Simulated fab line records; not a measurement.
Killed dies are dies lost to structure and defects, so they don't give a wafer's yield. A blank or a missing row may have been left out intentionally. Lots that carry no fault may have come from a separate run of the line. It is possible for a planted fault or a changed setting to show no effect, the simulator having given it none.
Which of the tools did it? | flow sky130 | 24 lots, 72 wafers sampled, at 6 steps of a route of 708

WHAT THE GAUGES READ, wafer by wafer
SKY_VIA2_BOW_MEAS_03. Usual: for VIA2_BOW the level is 88 um and the standard deviation is 8.2.
lot  | measured     | on            | VIA2_BOW (um) | flag
L074 | day 35 10:31 | film metro-04 | 89 94 94      |
L075 | day 35 15:19 | film metro-03 | 80 81 80      |
L076 | day 35 20:42 | film metro-03 | 66 73 71      |
L077 | day 36 02:23 | film metro-01 | 93 83 83      |
L078 | day 36 10:56 | film metro-04 | 86 92 91      |
L079 | day 36 18:38 | film metro-01 | 97 95 96      |
L080 | day 37 03:33 | film metro-01 | 96 100 94     |
L081 | day 37 23:27 | film metro-04 | 96 82 82      |
L082 | day 38 01:45 | film metro-04 | 90 93 87      |
L083 | day 38 02:02 | film metro-04 | 81 85 84      |
L084 | day 38 05:43 | film metro-01 | 83 90 89      |
L085 | day 38 15:06 | film metro-01 | 92 86 82      |
L086 | day 38 23:55 | film metro-01 | 75 94 90      |
L087 | day 39 12:28 | film metro-03 | 103 104 107   |
L088 | day 39 12:54 | film metro-03 | 87 78 80      |
L089 | day 39 20:46 | film metro-01 | 88 85 82      |
L090 | day 40 01:27 | film metro-04 | 104 101 79    |
L091 | day 40 12:32 | film metro-03 | 88 78 87      |
L092 | day 40 18:44 | film metro-01 | 83 91 83      |
L093 | day 40 20:58 | film metro-01 | 81 76 85      |
L094 | day 41 04:56 | film metro-04 | 88 93 79      |
L095 | day 41 13:55 | film metro-04 | 75 84 88      |
L096 | day 41 18:56 | film metro-03 | 79 83 95      |
L097 | day 42 01:04 | film metro-01 | 91 85 90      |

SKY_CAPM_THK_MEAS_04: measures by xrf. Usual: for CAPM_TIN_THK the level is 202.7 nm and the standard deviation is 2.4.
lot  | measured     | on            | CAPM_TIN_THK (nm) | flag
L074 | day 36 14:40 | film metro-03 | 200.4 200.0 199.1 |
L075 | day 36 19:38 | film metro-01 | 201.9 204.7 203.5 |
L076 | day 37 00:56 | film metro-01 | 204.6 201.5 203.9 |
L077 | day 37 06:13 | film metro-01 | 202.4 202.6 201.8 |
L078 | day 37 15:40 | film metro-03 | 199.2 199.2 201.0 |
L079 | day 37 23:23 | film metro-02 | 205.3 208.0 204.8 |
L080 | day 38 07:47 | film metro-03 | 205.6 205.4 203.4 |
L081 | day 39 03:14 | film metro-02 | 202.3 204.6 201.9 |
L082 | day 39 04:41 | film metro-02 | 201.3 202.2 202.3 |
L083 | day 39 05:14 | film metro-03 | 203.8 202.9 204.7 |
L084 | day 39 08:26 | film metro-02 | 196.7 197.8 197.4 |
L085 | day 39 17:41 | film metro-02 | 200.2 199.1 198.6 |
L086 | day 40 01:29 | film metro-01 | 205.3 207.4 206.4 |
L087 | day 40 14:43 | film metro-01 | 202.3 200.8 201.1 |
L088 | day 40 15:28 | film metro-02 | 202.0 204.4 203.3 |
L089 | day 40 23:35 | film metro-02 | 204.8 203.2 203.8 |
L090 | day 41 03:54 | film metro-01 | 204.1 206.5 203.8 |
L091 | day 41 14:34 | film metro-03 | 204.8 203.4 204.3 |
L092 | day 41 20:32 | film metro-03 | 203.8 201.5 201.8 |
L093 | day 41 22:54 | film metro-02 | 202.6 203.9 203.5 |
L094 | day 42 07:05 | film metro-02 | 201.2 200.6 198.6 |
L095 | day 42 15:47 | film metro-01 | 201.0 200.1 200.9 |
L096 | day 42 19:46 | film metro-02 | 203.4 207.0 206.3 |
L097 | day 43 02:50 | film metro-01 | 201.8 202.1 201.9 |

TOOL THAT RAN EACH LOT (tool first, then ch and the chambers of the sampled wafers, then the start)
lot  | SKY_VIA1_STRIP_16                    | SKY_VIA1_CMP_24               | SKY_METAL3_SPUTTER_04        | SKY_CAPM_CVD_00
L074 | plasma asher-04 ch 0,1, day 34 05:13 | cmp-01 ch 0,1,2, day 34 06:12 | pvd sputter-03, day 36 14:16 | pecvd-01 ch 0,2, day 36 14:20
L075 | plasma asher-04 ch 0,1, day 34 10:02 | cmp-01 ch 1,2, day 34 11:01   | pvd sputter-04, day 36 19:16 | pecvd-01 ch 0,1, day 36 19:19
L076 | plasma asher-02 ch 0,1, day 34 14:50 | cmp-02 ch 1,3, day 34 15:49   | pvd sputter-04, day 37 00:34 | pecvd-02 ch 0,1,2, day 37 00:37
L077 | plasma asher-04 ch 0,1, day 34 21:50 | cmp-02 ch 1,2, day 34 22:46   | pvd sputter-03, day 37 05:50 | pecvd-01 ch 0,2, day 37 05:53
L078 | plasma asher-02 ch 0,1, day 35 05:07 | cmp-02 ch 0,1,2, day 35 06:08 | pvd sputter-03, day 37 15:18 | pecvd-01 ch 0,1,2, day 37 15:21
L079 | plasma asher-02 ch 0,1, day 35 13:44 | cmp-02 ch 1,2, day 35 14:40   | pvd sputter-01, day 37 23:01 | pecvd-04 ch 0,1,2, day 37 23:04
L080 | plasma asher-04 ch 0,1, day 35 21:40 | cmp-02 ch 1,3, day 35 22:36   | pvd sputter-01, day 38 07:25 | pecvd-04 ch 0, day 38 07:28
L081 | plasma asher-04 ch 0,1, day 36 17:58 | cmp-02 ch 1,2,3, day 36 19:03 | pvd sputter-04, day 39 02:53 | pecvd-04 ch 0,2, day 39 02:56
L082 | plasma asher-02 ch 0,1, day 36 20:07 | cmp-02 ch 1,2, day 36 21:05   | pvd sputter-01, day 39 04:19 | pecvd-04 ch 1,2, day 39 04:22
L083 | plasma asher-04 ch 0,1, day 36 20:46 | cmp-01 ch 1,3, day 36 21:45   | pvd sputter-04, day 39 04:52 | pecvd-01 ch 0,1,2, day 39 04:55
L084 | plasma asher-04 ch 0,1, day 37 00:26 | cmp-01 ch 0,2,3, day 37 01:27 | pvd sputter-01, day 39 08:05 | pecvd-01 ch 0,1,2, day 39 08:08
L085 | plasma asher-01 ch 1, day 37 10:14   | cmp-01 ch 2,3, day 37 11:16   | pvd sputter-01, day 39 17:19 | pecvd-01 ch 0,2, day 39 17:22
L086 | plasma asher-01 ch 0,1, day 37 19:41 | cmp-02 ch 0,2,3, day 37 20:37 | pvd sputter-03, day 40 01:08 | pecvd-04 ch 1,2, day 40 01:11
L087 | plasma asher-02 ch 0,1, day 38 08:02 | cmp-01 ch 1,2,3, day 38 08:58 | pvd sputter-01, day 40 14:22 | pecvd-01 ch 0,1,2, day 40 14:25
L088 | plasma asher-02 ch 0,1, day 38 09:50 | cmp-02 ch 2,3, day 38 10:48   | pvd sputter-04, day 40 15:05 | pecvd-02 ch 0,1,2, day 40 15:09
L089 | plasma asher-04 ch 0,1, day 38 17:02 | cmp-01 ch 1,2,3, day 38 18:08 | pvd sputter-04, day 40 23:13 | pecvd-01 ch 0,1,2, day 40 23:17
L090 | plasma asher-04 ch 0,1, day 38 23:05 | cmp-02 ch 0,1,3, day 39 00:07 | pvd sputter-03, day 41 03:32 | pecvd-02 ch 0,1, day 41 03:35
L091 | plasma asher-04 ch 0,1, day 39 09:38 | cmp-01 ch 0,1,3, day 39 10:58 | pvd sputter-03, day 41 14:13 | pecvd-04 ch 0,1,2, day 41 14:15
L092 | plasma asher-02 ch 1, day 39 15:35   | cmp-02 ch 0,1,3, day 39 16:36 | pvd sputter-04, day 41 20:10 | pecvd-04 ch 0,1,2, day 41 20:13
L093 | plasma asher-04 ch 0,1, day 39 17:32 | cmp-01 ch 0,2,3, day 39 18:27 | pvd sputter-01, day 41 22:32 | pecvd-02 ch 0,1,2, day 41 22:35
L094 | plasma asher-01 ch 0,1, day 40 02:02 | cmp-01 ch 0,2,3, day 40 02:57 | pvd sputter-04, day 42 06:43 | pecvd-04 ch 0,1, day 42 06:46
L095 | plasma asher-04 ch 0,1, day 40 10:59 | cmp-02 ch 0,1,3, day 40 11:56 | pvd sputter-01, day 42 15:25 | pecvd-02 ch 0,2, day 42 15:28
L096 | plasma asher-04 ch 0,1, day 40 16:26 | cmp-01 ch 0,2, day 40 17:26   | pvd sputter-01, day 42 19:24 | pecvd-01 ch 0,1,2, day 42 19:27
L097 | plasma asher-04 ch 0,1, day 40 22:11 | cmp-01 ch 0,2,3, day 40 23:28 | pvd sputter-01, day 43 02:29 | pecvd-01 ch 0,1,2, day 43 02:32
- SKY_VIA1_STRIP_16: strips in O2/N2.
- SKY_VIA1_CMP_24: polishes, stops on SiO2, t overpolish 15 s, target thk 0 nm.
- SKY_METAL3_SPUTTER_04: material TiN, target thk 70 nm, time 58.3 s.
- SKY_CAPM_CVD_00: deposits SiO2, target thk 15.5 nm.

WHAT THE TOOLS THEMSELVES READ (means of the sampled wafers that have a number; where no wafer has one, the mark that the record gives instead)
SKY_VIA1_STRIP_16. Usual: drypump motor current A 5.86 A, standard deviation 0.25; o2 flow sccm 3001 sccm, standard deviation 9.3; oes product au 0.415 a.u., standard deviation 0.0047; strip time to endpoint s 4.449 s, standard deviation 0.022.
lot  | tool            | drypump motor current A (A) | o2 flow sccm (sccm) | oes product au (a.u.) | strip time to endpoint s (s) | flag
L074 | plasma asher-04 | 5.74                        | 3002                | 0.414                 | 4.441                        |
L075 | plasma asher-04 | 5.76                        | 3007                | 0.415                 | 4.449                        |
L076 | plasma asher-02 | 6.14                        | 3006                | 0.416                 | 4.460                        |
L077 | plasma asher-04 | 5.78                        | 2995                | 0.415                 | 4.464                        |
L078 | plasma asher-02 | 6.13                        | 2987                | 0.420                 | 4.453                        |
L079 | plasma asher-02 | 5.88                        | 2994                | 0.417                 | 4.448                        |
L080 | plasma asher-04 | 5.75                        | 3003                | 0.414                 | 4.411                        |
L081 | plasma asher-04 | 5.76                        | 2999                | 0.418                 | 4.437                        |
L082 | plasma asher-02 | 6.13                        | 3010                | 0.411                 | 4.449                        |
L083 | plasma asher-04 | 5.76                        | 2999                | 0.409                 | 4.457                        |
L084 | plasma asher-04 | 5.71                        | 2993                | 0.422                 | 4.422                        |
L085 | plasma asher-01 | 5.91                        | 3011                | 0.415                 | 4.442                        |
L086 | plasma asher-01 | 6.05                        | 3001                | 0.413                 | 4.458                        |
L087 | plasma asher-02 | 6.15                        | 3011                | 0.412                 | 4.435                        |
L088 | plasma asher-02 | 5.89                        | 3008                | 0.412                 | 4.407                        |
L089 | plasma asher-04 | 5.78                        | 2995                | 0.414                 | 4.466                        |
L090 | plasma asher-04 | 5.75                        | 3002                | 0.418                 | 4.431                        |
L091 | plasma asher-04 | 5.78                        | 2997                | 0.415                 | 4.469                        |
L092 | plasma asher-02 | 6.41                        | 3002                | 0.415                 | 4.482                        |
L093 | plasma asher-04 | 5.76                        | 2996                | 0.416                 | 4.415                        |
L094 | plasma asher-01 | 6.04                        | 2998                | 0.413                 | 4.435                        |
L095 | plasma asher-04 | 5.76                        | 2996                | 0.415                 | 4.456                        |
L096 | plasma asher-04 | 5.77                        | 2998                | 0.418                 | 4.458                        |
L097 | plasma asher-04 | 5.77                        | 3006                | 0.420                 | 4.458                        |

SKY_VIA1_CMP_24. Usual: motor current A 10.9 A, standard deviation 0.99; overpolish run s 15.000 s, standard deviation 0.0092; platen rpm 60.01 rpm, standard deviation 0.041; time to endpoint s 66 s, standard deviation 3.3.
lot  | tool   | motor current A (A) | overpolish run s (s) | platen rpm (rpm) | time to endpoint s (s) | flag
L074 | cmp-01 | 10.7                | 14.997               | 60.00            | 65                     |
L075 | cmp-01 | 10.7                | 14.992               | 60.05            | 68                     |
L076 | cmp-02 | 11.8                | 14.992               | 60.03            | 65                     |
L077 | cmp-02 | 10.6                | 14.994               | 60.00            | 64                     |
L078 | cmp-02 | 10.8                | 15.012               | 60.00            | 63                     |
L079 | cmp-02 | 11.8                | 15.008               | 60.02            | 60                     |
L080 | cmp-02 | 12.2                | 15.003               | 59.97            | 70                     |
L081 | cmp-02 | 11.0                | 14.995               | 60.02            | 63                     |
L082 | cmp-02 | 11.0                | 15.000               | 60.05            | 64                     |
L083 | cmp-01 | 11.4                | 15.002               | 60.04            | 65                     |
L084 | cmp-01 | 11.4                | 15.003               | 59.98            | 66                     |
L085 | cmp-01 | 11.6                | 15.003               | 60.03            | 66                     |
L086 | cmp-02 | 9.9                 | 15.000               | 59.99            | 67                     |
L087 | cmp-01 | 11.2                | 14.988               | 59.98            | 63                     |
L088 | cmp-02 | 10.5                | 15.000               | 60.01            | 65                     |
L089 | cmp-01 | 11.1                | 14.997               | 59.94            | 68                     |
L090 | cmp-02 | 10.8                | 14.991               | 59.99            | 65                     |
L091 | cmp-01 | 11.0                | 15.007               | 59.99            | 68                     |
L092 | cmp-02 | 10.9                | 15.001               | 60.05            | 66                     |
L093 | cmp-01 | 11.7                | 15.003               | 60.01            | 68                     |
L094 | cmp-01 | 11.5                | 14.999               | 60.03            | 69                     |
L095 | cmp-02 | 10.7                | 14.994               | 60.02            | 64                     |
L096 | cmp-01 | 11.5                | 14.998               | 60.02            | 71                     |
L097 | cmp-01 | 11.4                | 15.006               | 60.03            | 68                     |

SKY_METAL3_SPUTTER_04. Usual: 29.6 % for throttle valve pct, sd 0.72.
lot  | tool           | throttle valve pct (%) | flag
L074 | pvd sputter-03 | 29.6                   |
L075 | pvd sputter-04 | 30.0                   |
L076 | pvd sputter-04 | 29.7                   |
L077 | pvd sputter-03 | 29.1                   |
L078 | pvd sputter-03 | 29.3                   |
L079 | pvd sputter-01 | 29.9                   |
L080 | pvd sputter-01 | 29.3                   |
L081 | pvd sputter-04 | 30.4                   |
L082 | pvd sputter-01 | 29.1                   |
L083 | pvd sputter-04 | 29.9                   |
L084 | pvd sputter-01 | 29.1                   |
L085 | pvd sputter-01 | 29.0                   |
L086 | pvd sputter-03 | 29.8                   |
L087 | pvd sputter-01 | 29.4                   |
L088 | pvd sputter-04 | 29.9                   |
L089 | pvd sputter-04 | 30.1                   |
L090 | pvd sputter-03 | 29.9                   |
L091 | pvd sputter-03 | 29.4                   |
L092 | pvd sputter-04 | 29.7                   |
L093 | pvd sputter-01 | 29.8                   |
L094 | pvd sputter-04 | 29.9                   |
L095 | pvd sputter-01 | 29.5                   |
L096 | pvd sputter-01 | 29.8                   |
L097 | pvd sputter-01 | 28.6                   |

SKY_CAPM_CVD_00. Usual: heater power outer w 416 W, standard deviation 57; heater power w 713 W, standard deviation 84.
lot  | tool     | heater power outer w (W) | heater power w (W) | flag
L074 | pecvd-01 | 403                      | 685                |
L075 | pecvd-01 | 457                      | 726                |
L076 | pecvd-02 | 443                      | 778                |
L077 | pecvd-01 | 412                      | 692                |
L078 | pecvd-01 | 418                      | 705                |
L079 | pecvd-04 | 359                      | 644                |
L080 | pecvd-04 | 389                      | 659                |
L081 | pecvd-04 | 372                      | 659                |
L082 | pecvd-04 | 404                      | 720                |
L083 | pecvd-01 | 440                      | 728                |
L084 | pecvd-01 | 404                      | 672                |
L085 | pecvd-01 | 443                      | 727                |
L086 | pecvd-04 | 327                      | 602                |
L087 | pecvd-01 | 446                      | 740                |
L088 | pecvd-02 | 447                      | 788                |
L089 | pecvd-01 | 425                      | 710                |
L090 | pecvd-02 | 461                      | 798                |
L091 | pecvd-04 | 400                      | 697                |
L092 | pecvd-04 | 403                      | 694                |
L093 | pecvd-02 | 441                      | 783                |
L094 | pecvd-04 | 443                      | 748                |
L095 | pecvd-02 | 400                      | 728                |
L096 | pecvd-01 | 386                      | 647                |
L097 | pecvd-01 | 438                      | 721                |

THE ANSWER, worked out from the rows above alone
Rule: take the mean of a lot's wafers that have a number; if it is more than 3 standard deviations from the usual mean, the lot is off. A lot without any number at a reading at which 4 lots or more have one is off too. Any other lot the step has rows for is counted as sound. Order of review: gauges by route order, followed by the tools' own readings, for which a lot's mean as printed above is used. The first step at which some lot is off is used, and at that step the reading that is off furthest; a lot without a number counts as furthest.
None of the lots is off at any reading shown; this tells nothing.

WHAT THE SIMULATOR HAD INSERTED
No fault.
